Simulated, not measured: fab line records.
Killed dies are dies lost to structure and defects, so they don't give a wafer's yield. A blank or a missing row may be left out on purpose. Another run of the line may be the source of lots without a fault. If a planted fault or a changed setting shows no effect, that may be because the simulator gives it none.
Which tool is to blame? / flow gf180mcu / 14 lots, 42 wafers sampled, at 4 steps of a route of 602

## WHAT THE GAUGES READ, wafer by wafer
GF_VT_IMPLANT_TW_MEAS_43.
lot=L444; measured=day 7 12:01; on=film_metro-04; VT_IMPLANT_4_TW=684 684 682
lot=L445; measured=day 7 18:17; on=film_metro-03; VT_IMPLANT_4_TW=692 688 689
lot=L447; measured=day 8 10:14; on=film_metro-01; VT_IMPLANT_4_TW=686 686 685
lot=L450; measured=day 9 08:45; on=film_metro-04; VT_IMPLANT_4_TW=685 684 684
lot=L451; measured=day 9 12:38; on=film_metro-04; VT_IMPLANT_4_TW=687 691 687
lot=L452; measured=day 9 18:17; on=film_metro-01; VT_IMPLANT_4_TW=687 689 688
lot=L453; measured=day 10 00:44; on=film_metro-03; VT_IMPLANT_4_TW=691 693 694
lot=L454; measured=day 10 09:42; on=film_metro-01; VT_IMPLANT_4_TW=686 685 687
lot=L456; measured=day 10 20:35; on=film_metro-03; VT_IMPLANT_4_TW=692 692 695
lot=L457; measured=day 11 04:52; on=film_metro-03; VT_IMPLANT_4_TW=694 695 691
lot=L462; measured=day 12 14:16; on=film_metro-04; VT_IMPLANT_4_TW=547 549 548
lot=L463; measured=day 12 20:44; on=film_metro-04; VT_IMPLANT_4_TW=548 549 548
lot=L466; measured=day 13 21:37; on=film_metro-03; VT_IMPLANT_4_TW=685 686 690
lot=L467; measured=day 13 22:49; on=film_metro-03; VT_IMPLANT_4_TW=688 692 691

GF_M1_OVL_MEAS_15.
lot=L444; measured=day 17 02:54; on=overlay-01; M1_OVL (nm)=-10 0 1
lot=L445; measured=day 17 09:19; on=overlay-02; M1_OVL (nm)=-10 -12 -6
lot=L447; measured=day 18 07:14; on=overlay-02; M1_OVL (nm)=-1 -1 5
lot=L450; measured=day 19 11:19; on=overlay-01; M1_OVL (nm)=5 5 -4
lot=L451; measured=day 20 05:41; on=overlay-02; M1_OVL (nm)=-4 -5 -1
lot=L452; measured=day 20 10:04; on=overlay-02; M1_OVL (nm)=-5 -5 1
lot=L453; measured=day 20 16:19; on=overlay-01; M1_OVL (nm)=-3 0 -1
lot=L454; measured=day 21 05:14; on=overlay-02; M1_OVL (nm)=-12 -11 -6
lot=L456; measured=day 21 19:08; on=overlay-01; M1_OVL (nm)=-5 -8 -4
lot=L457; measured=day 22 01:08; on=overlay-02; M1_OVL (nm)=-5 -3 -6
lot=L462; measured=day 23 17:56; on=overlay-02; M1_OVL (nm)=-3 -2 -10
lot=L463; measured=day 23 22:56; on=overlay-01; M1_OVL (nm)=0 -4 -2
lot=L466; measured=day 24 23:56; on=overlay-01; M1_OVL (nm)=7 12 13
lot=L467; measured=day 25 06:10; on=overlay-01; M1_OVL (nm)=-5 -6 -8

## WHICH TOOL RAN EACH LOT (tool, then ch and the chambers of the sampled wafers, then the start)
lot=L444; GF_VT_IMPLANT_IMPLANT_41=implanter-03 ch 0, day 7 11:48; GF_M1_SPUTTER_01=pvd_sputter-04, day 16 05:04
lot=L445; GF_VT_IMPLANT_IMPLANT_41=implanter-04 ch 0, day 7 18:02; GF_M1_SPUTTER_01=pvd_sputter-04, day 16 10:45
lot=L447; GF_VT_IMPLANT_IMPLANT_41=implanter-04 ch 0, day 8 10:00; GF_M1_SPUTTER_01=pvd_sputter-01, day 17 07:58
lot=L450; GF_VT_IMPLANT_IMPLANT_41=implanter-04 ch 0, day 9 08:31; GF_M1_SPUTTER_01=pvd_sputter-02, day 18 11:16
lot=L451; GF_VT_IMPLANT_IMPLANT_41=implanter-02 ch 0, day 9 12:24; GF_M1_SPUTTER_01=pvd_sputter-02, day 19 04:51
lot=L452; GF_VT_IMPLANT_IMPLANT_41=implanter-02 ch 0, day 9 18:02; GF_M1_SPUTTER_01=pvd_sputter-02, day 19 09:59
lot=L453; GF_VT_IMPLANT_IMPLANT_41=implanter-02 ch 0, day 10 00:29; GF_M1_SPUTTER_01=pvd_sputter-04, day 19 15:49
lot=L454; GF_VT_IMPLANT_IMPLANT_41=implanter-02 ch 0, day 10 09:27; GF_M1_SPUTTER_01=pvd_sputter-02, day 20 04:32
lot=L456; GF_VT_IMPLANT_IMPLANT_41=implanter-03 ch 0, day 10 20:21; GF_M1_SPUTTER_01=pvd_sputter-01, day 20 19:04
lot=L457; GF_VT_IMPLANT_IMPLANT_41=implanter-04 ch 0, day 11 04:38; GF_M1_SPUTTER_01=pvd_sputter-04, day 21 01:23
lot=L462; GF_VT_IMPLANT_IMPLANT_41=implanter-03 ch 0, day 12 14:02; GF_M1_SPUTTER_01=pvd_sputter-01, day 22 18:15
lot=L463; GF_VT_IMPLANT_IMPLANT_41=implanter-03 ch 0, day 12 20:31; GF_M1_SPUTTER_01=pvd_sputter-04, day 22 23:45
lot=L466; GF_VT_IMPLANT_IMPLANT_41=implanter-04 ch 0, day 13 21:23; GF_M1_SPUTTER_01=pvd_sputter-02, day 24 01:16
lot=L467; GF_VT_IMPLANT_IMPLANT_41=implanter-02 ch 0, day 13 22:34; GF_M1_SPUTTER_01=pvd_sputter-02, day 24 07:43
- GF_VT_IMPLANT_IMPLANT_41
- GF_M1_SPUTTER_01: material TiN, target thk 30 nm, time 25 s.

## AS READ BY THE TOOLS THEMSELVES (means over the sampled wafers that have a number; for cases with no such wafer, the mark the record gives instead)
GF_VT_IMPLANT_IMPLANT_41.
lot=L444 tool=implanter-03 dose_ions_cm2=1.0138e+12 faraday_current_uA=5.75
lot=L445 tool=implanter-04 dose_ions_cm2=1.0143e+12 faraday_current_uA=5.78
lot=L447 tool=implanter-04 dose_ions_cm2=1.0137e+12 faraday_current_uA=5.73
lot=L450 tool=implanter-04 dose_ions_cm2=1.0140e+12 faraday_current_uA=5.72
lot=L451 tool=implanter-02 dose_ions_cm2=1.0131e+12 faraday_current_uA=5.61
lot=L452 tool=implanter-02 dose_ions_cm2=1.0137e+12 faraday_current_uA=5.82
lot=L453 tool=implanter-02 dose_ions_cm2=1.0139e+12 faraday_current_uA=5.67
lot=L454 tool=implanter-02 dose_ions_cm2=1.0128e+12 faraday_current_uA=5.76
lot=L456 tool=implanter-03 dose_ions_cm2=1.0144e+12 faraday_current_uA=5.69
lot=L457 tool=implanter-04 dose_ions_cm2=1.0135e+12 faraday_current_uA=5.77
lot=L462 tool=implanter-03 dose_ions_cm2=4.9493e+11 faraday_current_uA=2.83
lot=L463 tool=implanter-03 dose_ions_cm2=4.9530e+11 faraday_current_uA=2.76
lot=L466 tool=implanter-04 dose_ions_cm2=1.0131e+12 faraday_current_uA=5.65
lot=L467 tool=implanter-02 dose_ions_cm2=1.0122e+12 faraday_current_uA=5.67

GF_M1_SPUTTER_01.
lot=L444; tool=pvd_sputter-04; throttle_valve_pct (%)=29.6
lot=L445; tool=pvd_sputter-04; throttle_valve_pct (%)=30.4
lot=L447; tool=pvd_sputter-01; throttle_valve_pct (%)=29.7
lot=L450; tool=pvd_sputter-02; throttle_valve_pct (%)=29.5
lot=L451; tool=pvd_sputter-02; throttle_valve_pct (%)=29.4
lot=L452; tool=pvd_sputter-02; throttle_valve_pct (%)=29.1
lot=L453; tool=pvd_sputter-04; throttle_valve_pct (%)=30.0
lot=L454; tool=pvd_sputter-02; throttle_valve_pct (%)=29.5
lot=L456; tool=pvd_sputter-01; throttle_valve_pct (%)=29.2
lot=L457; tool=pvd_sputter-04; throttle_valve_pct (%)=29.5
lot=L462; tool=pvd_sputter-01; throttle_valve_pct (%)=29.7
lot=L463; tool=pvd_sputter-04; throttle_valve_pct (%)=30.1
lot=L466; tool=pvd_sputter-02; throttle_valve_pct (%)=29.0
lot=L467; tool=pvd_sputter-02; throttle_valve_pct (%)=28.5

## THE ANSWER, worked out from the rows above alone
Rule: the lots themselves supply what counts as usual. The widest of any qualifying gaps counts: lots, ordered by their means at a reading, are off when they make up no more than a third of the lots, leave a main group of 4 or more, and stand apart from it by 3 or more times the standard deviation of that group's means. A main group whose means are all the same, to the digits that the tables above print for the reading, isn't used. Also off: a lot with no number at a reading for which 4 or more lots have one. The other lots that the step has rows for count as sound. The gauges are gone through in route order, then the tools' own readings, and for those a lot's mean is taken as printed above. The first step at which some lot is off is used, and at that step the reading that is off furthest; a lot without a number counts as furthest.
Off: at GF_VT_IMPLANT_TW_MEAS_43 (VT_IMPLANT_4_TW), L462, L463. The main group has a mean of 688 with a standard deviation of 3.2.
A tool fits if, at a process step before that reading, it ran every lot that is off, and no sound lot after the first of them. The gauges at GF_VT_IMPLANT_TW_MEAS_43 aren't tried: what is off there is off at GF_VT_IMPLANT_IMPLANT_41 too, on other tools, and a gauge's error can't cause that. One fits: GF_VT_IMPLANT_IMPLANT_41 on implanter-03. Its last sound lot is L456 (day 10 20:21), its first lot that is off L462 (day 12 14:02): a fault that began between those two fits.
The tool's own readings at GF_VT_IMPLANT_IMPLANT_41 bear it out: on the lots that are off they differ by more than 5 times the standard deviation of the sound lots' means. dose_ions_cm2 reads 4.9512e+11 there against 1.0135e+12 on the sound lots; faraday_current_uA reads 2.79 there against 5.72 on the sound lots.

## WHAT WAS PUT IN BY THE SIMULATOR
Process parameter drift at GF_VT_IMPLANT_IMPLANT_41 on implanter-03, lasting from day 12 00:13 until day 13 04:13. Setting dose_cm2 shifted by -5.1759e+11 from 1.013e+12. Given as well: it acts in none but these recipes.
Shown lots that were struck: L462, L463. Same finding as the rule above.
